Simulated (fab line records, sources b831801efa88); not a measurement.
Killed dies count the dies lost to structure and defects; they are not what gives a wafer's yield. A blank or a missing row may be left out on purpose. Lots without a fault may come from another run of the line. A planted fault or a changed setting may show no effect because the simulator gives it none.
A lot that was struck, set against a sound lot | flow sky130 | 40 out of 708 route steps
Sound: wafers L841.1, L841.2, L841.4. Struck: wafer L842.3. (L842.4, L842.6 of the same lot were not struck and are left out.) The cause comes at the end.
For every step that has rows: the tool of each side, followed by ch and its chambers, followed by its first start. Under that, the readings that differ: sound wafers | struck wafers | difference of the means | sigmas: that difference in standard deviations of wafers without a fault.
alike: words and numbers the same on both sides, and readings whose means are apart by under 2 such deviations; not compared: readings that were withheld, readings missing a value for some wafer, numbers with overlapping values and no deviation given by the record, and bounds like >300 which may hide the same value.
A row with sigmas, a row that says differs or no value, or rows on one side alone: a step with any of these is where the two part. When numbers do not overlap yet have no deviation, they are printed without sigmas and do not part them. A reading missing from all wafers of one side parts the sides only when that side holds two or more wafers.

first, 7 steps without rows for these wafers: SKY_METAL5_HMDS_08 (prime time 60 s); SKY_METAL5_COAT_09 (resist thk 1800 nm); SKY_METAL5_SOFTBAKE_10 (time 60 s); SKY_METAL5_EXPOSE_11 (exposes mask MM5, target cd 1600 nm); SKY_METAL5_PEB_12; SKY_METAL5_DEVELOP_13 (develop time 60 s); SKY_METAL5_DESCUM_14 (chemistry O2, time 11 s).
SKY_METAL5_METAL_ETCH_15: etches the open film in Cl2/BCl3, stops on SiO2, target depth 1260 nm, time 252 s.
  sound on rie-metal-01 ch 0, day 45 15:56; struck on rie-metal-03 ch 0, day 45 22:52
  reading             | sound             | struck | difference | sigmas
  mfc-cl2-sccm (sccm) | 60.23 60.34 60.09 | 59.65  | -0.57      | -3
  alike: drypump-motor-current-A, oes-product-au, throttle-valve-pct
  not compared: rf-hours-counter-h
then, 4 steps without rows for these wafers: SKY_METAL5_STRIP_16 (strips in O2/N2); SKY_METAL5_STRIP_17 (strips in post etch residue remover, time 1200 s); SKY_METAL5_CLEAN_18 (cleans in IPA, time 180 s); SKY_METAL5_CLEAN_19 (cleans in O3/DIW).
SKY_PASSIVATION_CVD_00: deposits SiO2, target thk 90 nm.
  sound on pecvd-03 ch 0,1,2, day 45 17:00; struck on pecvd-04 ch 0, day 45 23:37
  alike: heater-power-w
SKY_PASSIVATION_THK_MEAS_01:
  sound on film-metro-04 at day 45 17:01; struck on film-metro-01 at day 45 23:39
  alike: PASSIVATION_CVD_00_THK
SKY_PASSIVATION_CVD_02: deposits Si3N4, target thk 540 nm.
  sound on pecvd-04 ch 1,2, day 45 17:05; struck on pecvd-03 ch 1, day 45 23:41
  alike: heater-power-w
SKY_PASSIVATION_THK_MEAS_03:
  sound on film-metro-01 at day 45 17:19; struck on film-metro-04 at day 45 23:56
  alike: PASSIVATION_CVD_02_THK
then, 7 steps without rows for these wafers: SKY_PASSIVATION_DEHYDRATE_04 (time 60 s); SKY_PASSIVATION_HMDS_05 (prime time 60 s); SKY_PASSIVATION_COAT_06 (resist thk 3000 nm); SKY_PASSIVATION_SOFTBAKE_07; SKY_PASSIVATION_EXPOSE_08 (exposes mask NSM, target cd 3000 nm); SKY_PASSIVATION_PEB_09; SKY_PASSIVATION_DEVELOP_10 (develop time 60 s).
SKY_PASSIVATION_ETCH_11: etches the open film in CF4/O2, stops on AlCu, target depth 725 nm, time 161.1 s.
  sound on rie-diel-04 ch 1,2,3, day 46 14:30; struck on rie-diel-01 ch 1, day 46 20:06
  alike: cf4-flow-sccm, drypump-motor-current-A, oes-product-au, throttle-valve-pct
  not compared: rf-hours-counter-h
SKY_PASSIVATION_STRIP_12: strips in O2/N2.
  sound on plasma-asher-04 ch 0,1, day 46 14:37; struck on plasma-asher-04 ch 1, day 46 20:14
  alike: drypump-motor-current-A, oes-product-au, strip-time-to-endpoint-s
  not compared: rf-hours-counter-h
then, 8 steps without rows for these wafers: SKY_PAD_OPEN_DEHYDRATE_00 (time 60 s); SKY_PAD_OPEN_HMDS_01 (prime time 60 s); SKY_PAD_OPEN_COAT_02 (resist thk 3000 nm); SKY_PAD_OPEN_SOFTBAKE_03; SKY_PAD_OPEN_EXPOSE_04 (exposes mask PDM, target cd 60000 nm); SKY_PAD_OPEN_PEB_05; SKY_PAD_OPEN_DEVELOP_06 (develop time 60 s); SKY_PAD_OPEN_ETCH_07 (etches the open film in CF4/O2, stops on AlCu, target depth 725 nm, time 161.1 s).
SKY_PAD_OPEN_STRIP_08: strips in O2/N2.
  sound on plasma-asher-04 ch 0,1, day 47 11:19; struck on plasma-asher-01 ch 1, day 47 16:47
  alike: drypump-motor-current-A, oes-product-au, strip-time-to-endpoint-s
  not compared: rf-hours-counter-h
then, 4 steps without rows for these wafers: SKY_PAD_OPEN_STRIP_09 (strips in post etch residue remover, time 1200 s); SKY_PAD_OPEN_CLEAN_10 (cleans in IPA, time 180 s); SKY_PAD_OPEN_CLEAN_11 (cleans in O3/DIW); SKY_PAD_OPEN_ANNEAL_12.
SKY_PAD_OPEN_BOW_MEAS_13:
  sound on film-metro-04 at day 47 13:32; struck on film-metro-03 at day 47 18:56
  alike: PAD_OPEN_BOW
SKY_PAD_OPEN_PROBE_99:
  sound on prober-02 at day 47 13:40; struck on prober-01 at day 47 19:07
  reading                               | sound  | struck | difference | sigmas
  defect-limited-yield (%)              | 84.6   | 73.4   | -11.2      | -6
  killed-at-other                       | 0      | 44     | +44        | +86
  killed-dies                           | 76     | 131    | +55        | +6
  sort_bin_3_pad_short (%)              | 0.6    | 2.6    | +2.0       | +5
  sort_bin_5_function (%)               | 10.4   | 15.2   | +4.8       | +3
  sort_bin_6_memory (%)                 | 4.5    | 8.7    | +4.2       | +4
  sort-n-pass                           | 416    | 361    | -55        | -6
  sort-yield-pct (%)                    | 84.6   | 73.4   | -11.2      | -6
  model.etest.tester.sort-n-pass        | 416    | 361    | -55        |
  model.etest.tester.sort-yield-pct (%) | 84.55  | 73.37  | -11.18     |
  model.etest.tester.sort_bin_5_pct (%) | 10.37  | 15.24  | +4.87      |
  model.etest.tester.sort_bin_3_pct (%) | 0.6098 | 2.642  | +2.032     |
  alike: killed_at_M0_to_M3, killed_at_M4_up, killed-at-contacts, killed-at-front-end, killed-open, killed-short

WHERE THEY PART
At SKY_METAL5_METAL_ETCH_15 first; at SKY_PAD_OPEN_PROBE_99 last (within this record only).

WHY: the cause the simulator had injected
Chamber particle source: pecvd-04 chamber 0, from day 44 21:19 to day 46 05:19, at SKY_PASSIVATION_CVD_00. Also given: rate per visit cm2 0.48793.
